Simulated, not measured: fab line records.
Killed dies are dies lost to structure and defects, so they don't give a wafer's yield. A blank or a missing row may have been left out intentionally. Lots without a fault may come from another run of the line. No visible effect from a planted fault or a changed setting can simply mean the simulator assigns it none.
fab line records | flow gf180mcu
record lots=12 wafers=36 last-day=34
route steps=602 shown M2@364 V2@404 M3@411 V3@443
lots untouched by any fault: they come from a run of this same line in which no faults occurred
start-h: hours from the record's first day to the start of the lot's first wafer shown | wait-h: how many hours have passed since the lot's step before this one | " identical to the entry in the row above | L1.1+2: a single row standing in for several wafers | - value missing, or start not given | * or withheld: withheld | < > ~ a bound
route shown NAME@n: a module of which the file shows steps, and the number in the route of the first | usual: mean/standard deviation of fault-free wafers | same: alike in all rows | chamber/n: place in a boat | sites: the reading at each site | _std_site: the standard deviation of these | _edge_site: inner sites' mean taken away from outer sites' mean | radius-mm: for every site, how far away it sits from the centre of the wafer | mask NAME#n: copy n | behind: the most recent tool/chamber to have shaped the wafer | hold: why the lot was held/for how many hours/how that ended | device: the n, p or np transistor that did not switch | end of line: the route-end tests of the same wafers | where a step has no rows: the recipe by itself | killed: dies that structure and defects cost at the first sort, which is not the same as the wafer's yield | map: a wafer's dies, x killed, . not, _ none there
set.NAME: the setting as run; set.NAME@STEP: as run at that earlier step | model.NAME: the simulator's own value behind a step, which no gauge read
one table for each step of the route and one row for each wafer, over a sample of lots
services: a tool's chamber out of use, with start hour (start-h, from the record's first day; less than 0 if before it), hours out, and reason
## steps
# step GF_M2_SPUTTER_02
# recipe material=AlCu target-thk-nm=450 power-w=10600 time-s=23.9 chamber-pressure-pa=0.4
# usual throttle-valve-pct=30.3/1.2
# columns lot.wafer tool chamber start-h wait-h throttle-valve-pct
L342.1 pvd-sputter-04 - 426.35 0.0 31.3
L342.2 " - " " 29.7
L342.6 " - " " 29.3
L343.1 pvd-sputter-03 - 445.39 0.0 30.2
L343.2 " - " " 30.0
L343.6 " - " " 30.1
L345.1 pvd-sputter-03 - 467.30 0.0 30.2
L345.5 " - " " 30.9
L345.6 " - " " 30.1
L344.1 pvd-sputter-03 - 469.06 0.0 30.3
L344.2 " - " " 30.0
L344.5 " - " " 30.3
L346.2 pvd-sputter-04 - 501.74 0.0 31.2
L346.3 " - " " 27.7
L346.4 " - " " 31.6
L348.2 pvd-sputter-04 - 506.08 0.0 27.8
L348.3 " - " " 31.5
L348.5 " - " " 31.0
L351.2 pvd-sputter-04 - 532.27 0.0 31.2
L351.4 " - " " 27.8
L351.5 " - " " 31.3
L353.2 pvd-sputter-02 - 538.54 0.0 31.0
L353.3 " - " " 30.8
L353.5 " - " " 30.7
L355.1 pvd-sputter-04 - 553.09 0.0 29.4
L355.3 " - " " 27.9
L355.4 " - " " 31.2
L356.2 pvd-sputter-04 - 560.81 0.0 28.1
L356.3 " - " " 31.5
L356.5 " - " " 31.3
L361.3 pvd-sputter-02 - 594.90 0.0 28.9
L361.4 " - " " 30.6
L361.6 " - " " 29.2
L362.1 pvd-sputter-02 - 598.93 0.0 29.0
L362.4 " - " " 30.8
L362.5 " - " " 28.7
# step GF_M2_RS_MEAS_05
# recipe thk-meas-gauge=four-point-probe reads=TiN_of_M2_SPUTTER_04+Ti_of_M2_SPUTTER_03+AlCu_of_M2_SPUTTER_02+TiN_of_M2_SPUTTER_01+Ti_of_M2_SPUTTER_00
# usual M2_ALCU_RS=0.0697/0.0008
# columns lot.wafer tool chamber start-h wait-h M2_ALCU_RS[ohm/sq]
L342.1 film-metro-01 - 426.44 0.0 0.0686
L342.2 " - " " 0.0679
L342.6 " - " " 0.0687
L343.1 film-metro-01 - 445.48 0.0 0.0684
L343.2 " - " " 0.0692
L343.6 " - " " 0.0691
L345.1 film-metro-03 - 467.39 0.0 0.0698
L345.5 " - " " 0.0687
L345.6 " - " " 0.0693
L344.1 film-metro-01 - 469.15 0.0 0.0692
L344.2 " - " " 0.0691
L344.5 " - " " 0.0694
L346.2 film-metro-04 - 501.85 0.0 0.0701
L346.3 " - " " 0.0707
L346.4 " - " " 0.0705
L348.2 film-metro-04 - 506.19 0.0 0.0699
L348.3 " - " " 0.0692
L348.5 " - " " 0.0696
L351.2 film-metro-03 - 532.38 0.0 0.0699
L351.4 " - " " 0.0703
L351.5 " - " " 0.0702
L353.2 film-metro-01 - 538.65 0.0 0.0708
L353.3 " - " " 0.0707
L353.5 " - " " 0.0708
L355.1 film-metro-01 - 553.18 0.0 0.0852
L355.3 " - " " 0.0852
L355.4 " - " " 0.0695
L356.2 film-metro-03 - 560.92 0.0 0.0702
L356.3 " - " " 0.0839
L356.5 " - " " 0.0691
L361.3 film-metro-01 - 595.03 0.1 0.0696
L361.4 " - " " 0.0706
L361.6 " - " " 0.0699
L362.1 film-metro-03 - 599.02 0.0 0.0706
L362.4 " - " " 0.0714
L362.5 " - " " 0.0701
# step GF_M2_THK_MEAS_06
# recipe thk-meas-gauge=xrf reads=AlCu_of_M2_SPUTTER_02
# usual M2_ALCU_THK=449/5.9
# columns lot.wafer tool chamber start-h wait-h M2_ALCU_THK[nm]
L342.1 film-metro-01 - 426.56 0.1 454
L342.2 " - " " 464
L342.6 " - " " 455
L343.1 film-metro-01 - 445.60 0.1 456
L343.2 " - " " 456
L343.6 " - " " 456
L345.1 film-metro-03 - 467.51 0.1 450
L345.5 " - " " 456
L345.6 " - " " 450
L344.1 film-metro-01 - 469.27 0.1 450
L344.2 " - " " 452
L344.5 " - " " 448
L346.2 film-metro-04 - 501.96 0.1 449
L346.3 " - " " 444
L346.4 " - " " 445
L348.2 film-metro-04 - 506.30 0.1 450
L348.3 " - " " 455
L348.5 " - " " 451
L351.2 film-metro-03 - 532.49 0.1 447
L351.4 " - " " 445
L351.5 " - " " 447
L353.2 film-metro-01 - 538.76 0.1 440
L353.3 " - " " 442
L353.5 " - " " 441
L355.1 film-metro-01 - 553.30 0.1 367
L355.3 " - " " 366
L355.4 " - " " 449
L356.2 film-metro-03 - 561.03 0.1 447
L356.3 " - " " 374
L356.5 " - " " 452
L361.3 film-metro-01 - 595.13 0.1 451
L361.4 " - " " 444
L361.6 " - " " 447
L362.1 film-metro-03 - 599.14 0.1 442
L362.4 " - " " 438
L362.5 " - " " 446
# step GF_V2_SPUTTER_22
# recipe material=TiN target-thk-nm=10 chamber-pressure-pa=5 power-w=4000 time-s=40
# usual throttle-valve-pct=29.6/1.4
# columns lot.wafer tool chamber start-h wait-h throttle-valve-pct
L342.1 pvd-sputter-04 - 477.68 0.0 29.7
L342.2 " - " " 28.1
L342.6 " - " " 28.0
L343.1 pvd-sputter-04 - 495.78 0.0 31.4
L343.2 " - " " 27.8
L343.6 " - " " 29.6
L345.1 pvd-sputter-03 - 517.23 0.0 30.3
L345.5 " - " " 30.3
L345.6 " - " " 30.0
L344.1 pvd-sputter-03 - 518.78 0.0 29.9
L344.2 " - " " 30.5
L344.5 " - " " 30.2
L346.2 pvd-sputter-04 - 550.49 0.0 31.5
L346.3 " - " " 31.3
L346.4 " - " " 30.0
L348.2 pvd-sputter-01 - 554.87 0.0 29.4
L348.3 " - " " 28.0
L348.5 " - " " 29.4
L351.2 pvd-sputter-01 - 579.17 0.0 27.9
L351.4 " - " " 29.3
L351.5 " - " " 28.1
L353.2 pvd-sputter-01 - 584.80 0.0 29.2
L353.3 " - " " 29.0
L353.5 " - " " 29.3
L355.1 pvd-sputter-03 - 598.50 0.0 31.0
L355.3 " - " " 30.3
L355.4 " - " " 30.2
L356.2 pvd-sputter-04 - 605.19 0.0 31.3
L356.3 " - " " 27.9
L356.5 " - " " 31.5
L361.3 pvd-sputter-04 - 637.66 0.0 31.5
L361.4 " - " " 29.7
L361.6 " - " " 29.5
L362.1 pvd-sputter-03 - 642.30 0.0 30.2
L362.4 " - " " 30.9
L362.5 " - " " 30.4
# step GF_M3_SPUTTER_02
# recipe material=AlCu target-thk-nm=450 power-w=10600 time-s=23.9 chamber-pressure-pa=0.4
# usual throttle-valve-pct=29.6/1.5
# columns lot.wafer tool chamber start-h wait-h throttle-valve-pct
L342.1 pvd-sputter-01 - 478.49 0.0 29.2
L342.2 " - " " 29.6
L342.6 " - " " 28.2
L343.1 pvd-sputter-02 - 496.54 0.0 28.7
L343.2 " - " " 31.1
L343.6 " - " " 30.6
L345.1 pvd-sputter-02 - 517.99 0.0 31.2
L345.5 " - " " 31.6
L345.6 " - " " 31.3
L344.1 pvd-sputter-02 - 519.54 0.0 31.4
L344.2 " - " " 30.5
L344.5 " - " " 30.6
L346.2 pvd-sputter-02 - 551.25 0.0 30.7
L346.3 " - " " 31.7
L346.4 " - " " 31.1
L348.2 pvd-sputter-04 - 555.63 0.0 31.4
L348.3 " - " " 27.7
L348.5 " - " " 29.7
L351.2 pvd-sputter-01 - 579.94 0.0 26.9
L351.4 " - " " 29.1
L351.5 " - " " 26.7
L353.2 pvd-sputter-02 - 585.56 0.0 30.5
L353.3 " - " " 31.4
L353.5 " - " " 31.5
L355.1 pvd-sputter-01 - 599.26 0.0 26.9
L355.3 " - " " 29.1
L355.4 " - " " 29.2
L356.2 pvd-sputter-01 - 605.95 0.0 27.1
L356.3 " - " " 29.2
L356.5 " - " " 26.8
L361.3 pvd-sputter-02 - 638.43 0.0 31.2
L361.4 " - " " 30.7
L361.6 " - " " 28.8
L362.1 pvd-sputter-04 - 643.06 0.0 31.1
L362.4 " - " " 31.4
L362.5 " - " " 31.3
# step GF_V3_CD_MEAS_14
# recipe target-cd-nm=260
# usual cd-nm=260.1/1.1
# columns lot.wafer tool chamber start-h wait-h cd-nm
L342.1 cd-sem-02 - 527.66 0.1 259.4
L342.2 " - " " 259.7
L342.6 " - " " 259.7
L343.1 cd-sem-01 - 544.89 0.1 262.2
L343.2 " - " " 261.4
L343.6 " - " " 262.0
L345.1 cd-sem-02 - 564.19 0.1 258.6
L345.5 " - " " 258.2
L345.6 " - " " 258.4
L344.1 cd-sem-01 - 566.40 0.1 260.7
L344.2 " - " " 261.5
L344.5 " - " " 260.6
L346.2 cd-sem-01 - 595.88 0.1 261.4
L346.3 " - " " 260.3
L346.4 " - " " 261.3
L348.2 cd-sem-01 - 600.47 0.1 259.7
L348.3 " - " " 258.9
L348.5 " - " " 259.8
L351.2 cd-sem-01 - 623.92 0.1 258.9
L351.4 " - " " 259.2
L351.5 " - " " 259.7
L353.2 cd-sem-02 - 628.72 0.1 260.5
L353.3 " - " " 261.6
L353.5 " - " " 261.7
L355.1 cd-sem-02 - 642.06 0.1 260.1
L355.3 " - " " 259.7
L355.4 " - " " 261.0
L356.2 cd-sem-02 - 648.23 0.1 261.0
L356.3 " - " " 261.2
L356.5 " - " " 261.1
L361.3 cd-sem-02 - 679.49 0.1 259.7
L361.4 " - " " 260.1
L361.6 " - " " 259.9
L362.1 cd-sem-02 - 683.20 0.1 257.9
L362.4 " - " " 258.7
L362.5 " - " " 258.2
## services
# columns tool chamber start-h hours kind
pvd-sputter-02 3 406.12 - consumable-replace:kit
pvd-sputter-02 3 406.12 18.0 scheduled-down
pvd-sputter-02 3 406.12 18.0 vent-cycle
pvd-sputter-04 0 416.46 - consumable-replace:kit
pvd-sputter-04 0 416.46 18.0 scheduled-down
pvd-sputter-04 0 416.46 18.0 vent-cycle
pvd-sputter-04 - 435.44 0.9 repair
pvd-sputter-04 - 455.80 3.9 repair
pvd-sputter-02 - 463.07 1.9 repair
pvd-sputter-01 - 495.11 29.0 repair
pvd-sputter-03 - 566.69 3.4 repair
pvd-sputter-02 2 577.85 - consumable-replace:kit
pvd-sputter-02 2 577.85 18.0 scheduled-down
pvd-sputter-02 2 577.85 18.0 vent-cycle
pvd-sputter-04 3 597.59 - consumable-replace:kit
pvd-sputter-04 3 597.59 18.0 scheduled-down
pvd-sputter-04 3 597.59 18.0 vent-cycle
pvd-sputter-03 2 609.85 - consumable-replace:kit
pvd-sputter-03 2 609.85 18.0 scheduled-down
pvd-sputter-03 2 609.85 18.0 vent-cycle
pvd-sputter-04 - 620.55 1.0 repair
pvd-sputter-02 - 633.50 4.0 repair
## key
first-sign step=GF_M2_RS_MEAS_05 reading=M2_ALCU_RS direction=up sigmas=19 usual=0.0697 struck=0.0848
effect step=GF_M2_THK_MEAS_06 reading=M2_ALCU_THK direction=down sigmas=14 usual=449 struck=369
met-at GF_M2_SPUTTER_02
struck-lots L355,L356
struck-wafers L355.1,L355.3,L356.3
not-acting-at GF_V2_SPUTTER_22,GF_M3_SPUTTER_02,GF_V3_CD_MEAS_14
onset-between 532.27 553.09
fault kind=process-parameter-drift tool=pvd-sputter-04 chamber=- onset-h=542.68 steps=GF_M2_SPUTTER_02 channel=target-thk-nm offset=-77.447 shape=step end-h=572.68 scope=struck-wafers-only acts-in=these-recipes-only stated=450
